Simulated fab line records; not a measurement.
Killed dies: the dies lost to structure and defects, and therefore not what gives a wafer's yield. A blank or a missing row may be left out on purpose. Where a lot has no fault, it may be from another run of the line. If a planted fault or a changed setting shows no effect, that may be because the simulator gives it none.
fab line records	flow sfqLine
record lots=5	wafers=23
route steps=325 shown I7@296 M8@321
startH: hours from the record's opening day to when the first of the lot's shown wafers began	waitH: hours elapsed since this lot's preceding step	" same as the row above	L1.1+2: a single row standing in for several wafers	- no value present, or no start provided	* or withheld: withheld	< > ~ a bound
route shown NAME@n: NAME is a module with steps in the file, n the number in the route of the first one	usual: mean/standard deviation of fault-free wafers	same: alike in all rows	chamber/n: place in a boat	sites: each site's reading	_std_site: how widely they spread, as a standard deviation	_edge_site: mean of outer sites minus mean of inner sites	radiusMm: how far each site lies from the wafer's centre	mask NAME#n: copy n	behind: tool/chamber where the wafer was last shaped	hold: why the lot was held/for how many hours/how that ended	device: transistor that didn't switch, given as n, p or np	end of line: the same wafers' tests at the end of the route	step lacking rows: just its recipe	killed: at the first sort, the dies lost to defects and structure; wafer yield is something else	map: dies across one wafer; x = killed, . = not, _ = none there
set.NAME: the run value of the setting; set.NAME@STEP: its run value at that earlier step	model.NAME: the simulator's own value behind a step, which no gauge read
lots where settings were altered on purpose, with a table for each step and a row for each wafer
## steps
# step SFQ_TRILAYER_I7_DEP_PECVD_183
# recipe material=SiO2	tempC=150	timeS=111.11	pressureTorr=2.4	rfW=183.3	precursor=SiH4/N2O	targetThkNm=500
lot.wafer	tool	chamber	startH	waitH	set.timeS	model.SiO2_of_TRILAYER_I7_DEP_PECVD_183.thkNm
L076.1	pecvd-01	1	1677.58	0.0	111.11	501.8
L076.2	"	0	"	"	111.11	498.7
L076.3	"	2	"	"	111.11	498
L076.4	"	2	"	"	111.11	505.1
L076.6	"	0	"	"	111.11	508.3
L078.1	pecvd-02	2	1679.98	0.0	101	447.9
L078.2	"	0	"	"	111.11	499.6
L078.4	"	0	"	"	101	461.4
L078.5	"	1	"	"	101	464.1
L078.6	"	2	"	"	111.11	502.4
L079.2	pecvd-01	1	1682.01	0.0	111.11	504.5
L079.3	"	2	"	"	123.6	557.8
L079.4	"	2	"	"	111.11	509.7
L079.5	"	0	"	"	123.6	568.8
L079.6	"	1	"	"	111.11	507.9
L080.3	pecvd-01	1	1738.76	0.0	111.11	496.7
L080.5	"	0	"	"	111.11	497.9
L080.6	"	2	"	"	111.11	507.8
L084.1+6	pecvd-02	2	1959.08	0.0	111.11	498.8
L084.2	"	0	"	"	111.11	494.6
L084.3	"	1	"	"	111.11	506.9
L084.5	"	0	"	"	111.11	501.3
# step SFQ_TRILAYER_I7_CMP_CMP_184
# recipe material=SiO2	downForcePsi=3	platenRpm=60	padVelocityMS=0.94248
# usual timeToEndpointS=216/5.9
lot.wafer	tool	chamber	startH	waitH	set.timeS@TRILAYER_I7_DEP_PECVD_183	timeToEndpointS
L076.2	cmp-02	1	1678.26	0.6	111.11	212
L076.4	"	2	"	"	111.11	218
L076.1	"	3	"	"	111.11	212
L076.3	"	0	"	"	111.11	212
L076.6	"	1	"	"	111.11	226
L078.1	cmp-02	1	1681.26	1.2	101	177
L078.4	"	2	"	"	101	179
L078.2	"	3	"	"	111.11	208
L078.6	"	1	1683.26	3.2	111.11	212
L078.5	"	2	"	"	101	185
L079.2	cmp-01	3	1682.29	0.2	111.11	224
L079.4	"	0	"	"	111.11	228
L079.3	"	2	1683.79	1.7	123.6	259
L079.6	"	3	"	"	111.11	224
L079.5	"	0	"	"	123.6	277
L080.3	cmp-01	2	1741.22	2.4	111.11	213
L080.6	"	2	1743.22	4.4	111.11	216
L080.5	"	3	"	"	111.11	209
L084.1	cmp-01	0	1959.65	0.5	111.11	215
L084.3	"	1	"	"	111.11	215
L084.2	"	2	"	"	111.11	212
L084.5	"	3	"	"	111.11	214
L084.6	"	0	"	"	111.11	214
# step SFQ_TRILAYER_I7_VIA_LITHO_EXPOSE_188
# recipe maskId=I7	na=0.6	sourceShape=conventional	sigmaOuter=0.65	targetCdNm=1000	doseMj=21.3
lot.wafer	tool	chamber	startH	waitH	mask	set.doseMj
L076.1+2+3	krfScanner-02	0	1686.71	-	I7#0	21.3
L076.4+6	"	0	"	"	I7#0	22.57
L078.1+2+4+5+6	krfScanner-02	0	1689.11	-	I7#0	21.3
L079.2+4	krfScanner-02	0	1690.51	-	I7#0	20.39
L079.3+5+6	"	0	"	"	I7#0	21.3
L080.3+5+6	krfScanner-02	0	1746.69	-	I7#0	21.3
L084.1+3+5	krfScanner-02	0	1969.70	-	I7#0	21.3
L084.2+6	"	0	"	"	I7#0	22.85
# step SFQ_TRILAYER_I7_VIA_LITHO_PEB_190
# recipe pebTempC=113.9	pebTimeS=60	resist=KrF
# step SFQ_TRILAYER_I7_VIA_LITHO_DEVELOP_189
# recipe timeS=60	resist=KrF
# step SFQ_TRILAYER_I7_VIA_BARC_OPEN_VIA_ETCH_260
# recipe maskMaterial=PR	chemistry=O2	targetDepthNm=125	target=BARC	sourceW=500	biasW=80	pressureMtorr=30	timeS=41.7
lot.wafer	tool	chamber	startH	waitH	set.doseMj@TRILAYER_I7_VIA_LITHO_EXPOSE_188	model.I7.cdNm
L076.1	rieDiel-03	2	1688.25	0.0	21.3	977.5
L076.2	"	3	"	"	21.3	979
L076.3	"	1	"	"	21.3	977.8
L076.4	"	0	"	"	22.57	986.7
L076.6	"	1	"	"	22.57	986.5
L078.1	rieDiel-03	0	1690.65	0.0	21.3	977.1
L078.2	"	2	"	"	21.3	978.1
L078.4	"	1	"	"	21.3	978.2
L078.5	"	2	"	"	21.3	977.2
L078.6	"	3	"	"	21.3	978.5
L079.2	rieDiel-04	2	1691.85	0.0	20.39	971.7
L079.3	"	3	"	"	21.3	980.7
L079.4	"	0	"	"	20.39	972.5
L079.5	"	2	"	"	21.3	977.9
L079.6	"	3	"	"	21.3	978.9
L080.3	rieDiel-02	3	1747.83	0.0	21.3	978.4
L080.5	"	1	"	"	21.3	979.9
L080.6	"	2	"	"	21.3	978.2
L084.1	rieDiel-04	0	1971.24	0.0	21.3	979.4
L084.2	"	2	"	"	22.85	991.9
L084.3	"	1	"	"	21.3	977.9
L084.5	"	1	"	"	21.3	978.4
L084.6	"	2	"	"	22.85	990.3
# step SFQ_TRILAYER_M8_DEP_EVAP_196
# recipe material=Au	angularSpreadDeg=1	targetThkNm=180	timeS=900	powerW=2000
lot.wafer	tool	chamber	startH	waitH	set.timeS	model.Au_of_TRILAYER_M8_DEP_EVAP_196.thkNm
L076.1	pvdSputter-02	-	1789.73	0.1	900	178.3
L076.2	"	-	"	"	829.3	166.7
L076.3	"	-	"	"	829.3	161.4
L076.4	"	-	"	"	900	177.8
L076.6	"	-	"	"	900	178.5
L078.1	pvdSputter-02	-	1798.21	0.1	900	181.9
L078.2	"	-	"	"	900	183.9
L078.4	"	-	"	"	900	179.7
L078.5	"	-	"	"	900	183.3
L078.6	"	-	"	"	900	182.8
L079.2	pvdSputter-01	-	1800.73	0.1	1035	207.4
L079.3	"	-	"	"	1035	206.4
L079.4	"	-	"	"	900	178.6
L079.5	"	-	"	"	900	178.8
L079.6	"	-	"	"	900	179.2
L080.3	pvdSputter-02	-	1802.06	0.1	900	182.6
L080.5	"	-	"	"	900	180.3
L080.6	"	-	"	"	900	182.8
L084.1	pvdSputter-02	-	1976.26	0.1	900	182.9
L084.2	"	-	"	"	1011	202.8
L084.3	"	-	"	"	1011	203.3
L084.5	"	-	"	"	900	180.6
L084.6	"	-	"	"	900	181.4
# step SFQ_M8_RS_MEAS_949
# recipe thkMeasGauge=four-point-probe	reads=Au_of_TRILAYER_M8_DEP_EVAP_196+Pt_of_TRILAYER_M8_DEP_EVAP_198+Ti_of_TRILAYER_M8_DEP_EVAP_197
# usual M8_AU_RS=0.1537/0.0018
lot.wafer	tool	chamber	startH	waitH	set.timeS@TRILAYER_M8_DEP_EVAP_196	M8_AU_RS[ohm/sq]
L076.1	filmMetro-04	-	1790.29	0.3	900	0.1553
L076.2	"	-	"	"	829.3	0.1659
L076.3	"	-	"	"	829.3	0.1715
L076.4	"	-	"	"	900	0.1558
L076.6	"	-	"	"	900	0.1552
L078.1	filmMetro-04	-	1798.72	0.3	900	0.1521
L078.2	"	-	"	"	900	0.1503
L078.4	"	-	"	"	900	0.1539
L078.5	"	-	"	"	900	0.1508
L078.6	"	-	"	"	900	0.1511
L079.2	filmMetro-02	-	1801.27	0.3	1035	0.1335
L079.3	"	-	"	"	1035	0.1337
L079.4	"	-	"	"	900	0.1549
L079.5	"	-	"	"	900	0.1547
L079.6	"	-	"	"	900	0.1545
L080.3	filmMetro-04	-	1802.61	0.3	900	0.1516
L080.5	"	-	"	"	900	0.1526
L080.6	"	-	"	"	900	0.1511
L084.1	filmMetro-04	-	1976.78	0.3	900	0.1511
L084.2	"	-	"	"	1011	0.1361
L084.3	"	-	"	"	1011	0.1357
L084.5	"	-	"	"	900	0.1533
L084.6	"	-	"	"	900	0.1524
# step SFQ_M8_THK_MEAS_950
# recipe thkMeasGauge=xrf	reads=Au_of_TRILAYER_M8_DEP_EVAP_196
# usual M8_AU_THK=178.7/2.3
lot.wafer	tool	chamber	startH	waitH	set.timeS@TRILAYER_M8_DEP_EVAP_196	M8_AU_THK[nm]
L076.1	filmMetro-04	-	1790.41	0.1	900	175.6
L076.2	"	-	"	"	829.3	163.7
L076.3	"	-	"	"	829.3	159.5
L076.4	"	-	"	"	900	174.8
L076.6	"	-	"	"	900	176.1
L078.1	filmMetro-04	-	1798.84	0.1	900	179.3
L078.2	"	-	"	"	900	180.0
L078.4	"	-	"	"	900	176.6
L078.5	"	-	"	"	900	180.0
L078.6	"	-	"	"	900	180.3
L079.2	filmMetro-02	-	1801.38	0.1	1035	206.1
L079.3	"	-	"	"	1035	205.0
L079.4	"	-	"	"	900	176.7
L079.5	"	-	"	"	900	177.2
L079.6	"	-	"	"	900	178.0
L080.3	filmMetro-04	-	1802.71	0.1	900	180.4
L080.5	"	-	"	"	900	177.7
L080.6	"	-	"	"	900	179.9
L084.1	filmMetro-04	-	1976.90	0.1	900	180.5
L084.2	"	-	"	"	1011	201.5
L084.3	"	-	"	"	1011	201.2
L084.5	"	-	"	"	900	178.9
L084.6	"	-	"	"	900	179.8
## key
split step=SFQ_TRILAYER_I7_DEP_PECVD_183	setting=timeS	stated=111.11	by=wafer
response step=SFQ_TRILAYER_I7_DEP_PECVD_183	reading=model.SiO2_of_TRILAYER_I7_DEP_PECVD_183.thkNm	change=+4.89	per=1%	r=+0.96
response step=SFQ_TRILAYER_I7_CMP_CMP_184	reading=timeToEndpointS	change=*	per=1%	r=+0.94
split step=SFQ_TRILAYER_I7_VIA_LITHO_EXPOSE_188	setting=doseMj	stated=21.3	by=wafer
response step=SFQ_TRILAYER_I7_VIA_BARC_OPEN_VIA_ETCH_260	reading=model.I7.cdNm	change=+1.61	per=1%	r=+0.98
split step=SFQ_TRILAYER_M8_DEP_EVAP_196	setting=timeS	stated=900	by=wafer
response step=SFQ_TRILAYER_M8_DEP_EVAP_196	reading=model.Au_of_TRILAYER_M8_DEP_EVAP_196.thkNm	change=+1.81	per=1%	r=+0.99
response step=SFQ_M8_RS_MEAS_949	reading=M8_AU_RS	change=-0.00142	per=1%	r=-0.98
response step=SFQ_M8_THK_MEAS_950	reading=M8_AU_THK	change=+1.82	per=1%	r=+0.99
